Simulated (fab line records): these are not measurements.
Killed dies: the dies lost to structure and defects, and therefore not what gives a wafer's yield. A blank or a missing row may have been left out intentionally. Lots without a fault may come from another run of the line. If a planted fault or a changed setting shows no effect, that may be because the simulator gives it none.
Struck lot and sound lot, side by side + flow sfq-line + 42 out of 325 route steps
Sound: these wafers, L856.2, L856.3, L856.4. Struck: wafer L868.4 (left out: L868.2, L868.3 of the same lot, which were not struck); the cause appears at the end.
At each step with rows: each side's tool, then ch and its chambers, then its first start. Under that, the readings that differ: sound wafers + struck wafers + difference of the means + sigmas: that difference in standard deviations of wafers without a fault.
alike: readings whose means differ by less than 2 such deviations, and words and numbers that are the same on both sides. not compared: withheld readings, readings that some wafer has no value for, bounds like >300 that may hide the same value, and numbers for which the record gives no deviation and whose values overlap.
Wherever a step has rows on one side only, a row that says differs or no value, or a row with sigmas, the two part there. When numbers do not overlap yet have no deviation, they are printed without sigmas and do not part them. A reading that every wafer of one side lacks parts them only if that side has two wafers or more.

first, 6 steps without rows for these wafers: SFQ_TRILAYER_L0_VIA_LITHO_COAT_018 (resist thk 62 nm); SFQ_TRILAYER_L0_VIA_LITHO_COAT_013 (resist thk 650 nm); SFQ_TRILAYER_L0_VIA_LITHO_SOFTBAKE_017; SFQ_TRILAYER_L0_VIA_LITHO_EXPOSE_014 (exposes mask L0V, target cd 700 nm); SFQ_TRILAYER_L0_VIA_LITHO_PEB_016 (peb time 60 s); SFQ_TRILAYER_L0_VIA_LITHO_DEVELOP_015 (time 60 s).
SFQ_L0V_OVL_MEAS_903:
  sound: overlay-01 at day 9 12:56; struck: overlay-02 at day 13 01:49
  alike: L0V_OVL
then, 1 step without rows for these wafers: SFQ_TRILAYER_L0_VIA_BARC_OPEN_VIA_ETCH_021 (etches BARC in O2, target depth 125 nm, time 41.7 s).
SFQ_TRILAYER_L0_VIA_ETCH_VIA_ETCH_016: etches SiO2 in CHF3, stops on MoNx KI, target depth 80 nm.
  sound on rie-diel-01 ch 1,2,3, day 9 13:00; struck on rie-diel-01 ch 0, day 13 01:53
  alike: bias-w, drypump-motor-current-A, oes-product-au
SFQ_TRILAYER_L0_VIA_STRIP_STRIP_017: strips in O2.
  sound on rie-metal-03 ch 0,1, day 9 13:03; struck on rie-metal-02 ch 0, day 13 01:56
  alike: drypump-motor-current-A, oes-product-au, platen-temp-c
  not compared: rf-hours-counter-h
then, 2 steps without rows for these wafers: SFQ_TRILAYER_L0_VIA_STRIP_SOLV_CLEAN_018 (cleans in NMP, time 600 s); SFQ_TRILAYER_M0_DEP_PRE_CLEAN_020 (time 15 s).
SFQ_TRILAYER_M0_DEP_SPUTTER_019: material Nb, target thk 200 nm, time 133.3 s.
  sound: pvd-sputter-05 at day 9 13:51; struck: pvd-sputter-05 at day 13 02:44
| reading                                             | sound             | struck | difference | sigmas |
|-----------------------------------------------------|-------------------|--------|------------|--------|
| model.Nb_of_TRILAYER_M0_DEP_SPUTTER_019.thk-nm (nm) | 205.4 201.7 201.8 | 205.5  | +2.5       |        |
  alike: throttle-valve-pct
SFQ_M0_RS_MEAS_904: measures by four-point-probe.
  sound: film-metro-01 at day 9 13:58; struck: film-metro-03 at day 13 02:51
  alike: M0_NB_RS
then, 6 steps without rows for these wafers: SFQ_TRILAYER_M0_LITHO_COAT_026 (resist thk 62 nm); SFQ_TRILAYER_M0_LITHO_COAT_021 (resist thk 600 nm); SFQ_TRILAYER_M0_LITHO_SOFTBAKE_025; SFQ_TRILAYER_M0_LITHO_EXPOSE_022 (exposes mask M0, target cd 500 nm); SFQ_TRILAYER_M0_LITHO_PEB_024 (peb time 60 s); SFQ_TRILAYER_M0_LITHO_DEVELOP_023 (time 60 s).
-- the record jumps here: 5 days lie between the struck wafers' starts before and after --
SFQ_M0_OVL_MEAS_906:
  sound: overlay-01 at day 13 14:17; struck: overlay-01 at day 18 12:01
  alike: M0_OVL
SFQ_TRILAYER_M0_BARC_OPEN_METAL_ETCH_031: etches BARC in O2, target depth 125 nm, time 41.7 s.
  sound on rie-metal-01 ch 0, day 13 14:20; struck on rie-metal-02 ch 0, day 18 12:02
  alike: bias-w, drypump-motor-current-A, oes-product-au
  not compared: rf-hours-counter-h
SFQ_TRILAYER_M0_ETCH_METAL_ETCH_024: etches Nb in Cl2/Ar, stops on SiO2, target depth 240 nm, time 120 s.
  sound on rie-metal-01 ch 0, day 13 14:29; struck on rie-metal-02 ch 0, day 18 12:06
| reading                        | sound             | struck | difference | sigmas |
|--------------------------------|-------------------|--------|------------|--------|
| model.etch.depth-nm (nm)       | 205.4 201.7 201.8 | 205.5  | +2.5       |        |
| model.M0.feature-depth-nm (nm) | 205.4 201.7 201.8 | 205.5  | +2.5       |        |
  alike: bias-w, drypump-motor-current-A, oes-product-au
  not compared: rf-hours-counter-h
SFQ_TRILAYER_M0_STRIP_STRIP_025: strips in O2.
  sound on rie-metal-01 ch 0, day 13 14:53; struck on rie-metal-02 ch 0, day 18 12:14
| reading           | sound             | struck | difference | sigmas |
|-------------------|-------------------|--------|------------|--------|
| platen-temp-c (C) | 39.91 39.89 39.95 | 40.13  | +0.21      | +2     |
  alike: drypump-motor-current-A, oes-product-au
  not compared: rf-hours-counter-h
then, 3 steps without rows for these wafers: SFQ_TRILAYER_M0_STRIP_SOLV_CLEAN_026 (cleans in NMP, time 600 s); SFQ_TRILAYER_I0_DEP_PECVD_027 (deposits SiO2 from SiH4/N2O, time 111.11 s, target thk 500 nm); SFQ_TRILAYER_I0_CMP_CMP_028 (polishes SiO2).
SFQ_I0_BOW_MEAS_907:
  sound: film-metro-04 at day 13 19:10; struck: film-metro-03 at day 18 16:43
| reading     | sound  | struck | difference | sigmas |
|-------------|--------|--------|------------|--------|
| I0_BOW (um) | -3 6 0 | 17     | +16        | +2     |
then, 7 steps without rows for these wafers: SFQ_TRILAYER_I0_METRO_MEASURE_029; SFQ_TRILAYER_I0_VIA_LITHO_COAT_036 (resist thk 62 nm); SFQ_TRILAYER_I0_VIA_LITHO_COAT_031 (resist thk 650 nm); SFQ_TRILAYER_I0_VIA_LITHO_SOFTBAKE_035; SFQ_TRILAYER_I0_VIA_LITHO_EXPOSE_032 (exposes mask I0, target cd 500 nm); SFQ_TRILAYER_I0_VIA_LITHO_PEB_034 (peb time 60 s); SFQ_TRILAYER_I0_VIA_LITHO_DEVELOP_033 (time 60 s).
-- the record jumps here: 6 days lie between the struck wafers' starts before and after --
SFQ_I0_OVL_MEAS_908:
  sound: overlay-02 at day 19 13:13; struck: overlay-02 at day 25 03:20
  alike: I0_OVL
then, 2 steps without rows for these wafers: SFQ_TRILAYER_I0_VIA_BARC_OPEN_VIA_ETCH_046 (etches BARC in O2, target depth 125 nm, time 41.7 s); SFQ_TRILAYER_I0_VIA_ETCH_VIA_ETCH_034 (etches SiO2 in CHF3, stops on Nb, target depth 260 nm).
SFQ_TRILAYER_I0_VIA_STRIP_STRIP_035: strips in O2.
  sound on rie-metal-03 ch 0,1, day 19 13:23; struck on rie-metal-03 ch 1, day 25 03:31
| reading               | sound             | struck | difference | sigmas |
|-----------------------|-------------------|--------|------------|--------|
| oes-product-au (a.u.) | 0.996 0.993 1.009 | 0.971  | -0.028     | -2     |
  alike: drypump-motor-current-A, platen-temp-c
  not compared: rf-hours-counter-h
then, 2 steps without rows for these wafers: SFQ_TRILAYER_I0_VIA_STRIP_SOLV_CLEAN_036 (cleans in NMP, time 600 s); SFQ_TRILAYER_M1_DEP_PRE_CLEAN_038 (time 22.5 s).
-- the record jumps here: 56 days lie between the struck wafers' starts before and after --
SFQ_M8_BOW_MEAS_951:
  sound: film-metro-01 at day 77 22:32; struck: film-metro-04 at day 81 14:11
| reading               | sound                | struck | difference | sigmas |
|-----------------------|----------------------|--------|------------|--------|
| M8_BOW (um)           | -2 5 0               | 34     | +33        | +3     |
| model.etest.m0.ohm-sq | 0.8668 0.8827 0.8824 | 0.8665 | -0.0108    |        |
  not compared: model.etest.m0.ohm-um

WHERE THEY PART
At SFQ_TRILAYER_M0_STRIP_STRIP_025 first; at SFQ_M8_BOW_MEAS_951 last (within this record only).

WHY: what had been put in by the simulator
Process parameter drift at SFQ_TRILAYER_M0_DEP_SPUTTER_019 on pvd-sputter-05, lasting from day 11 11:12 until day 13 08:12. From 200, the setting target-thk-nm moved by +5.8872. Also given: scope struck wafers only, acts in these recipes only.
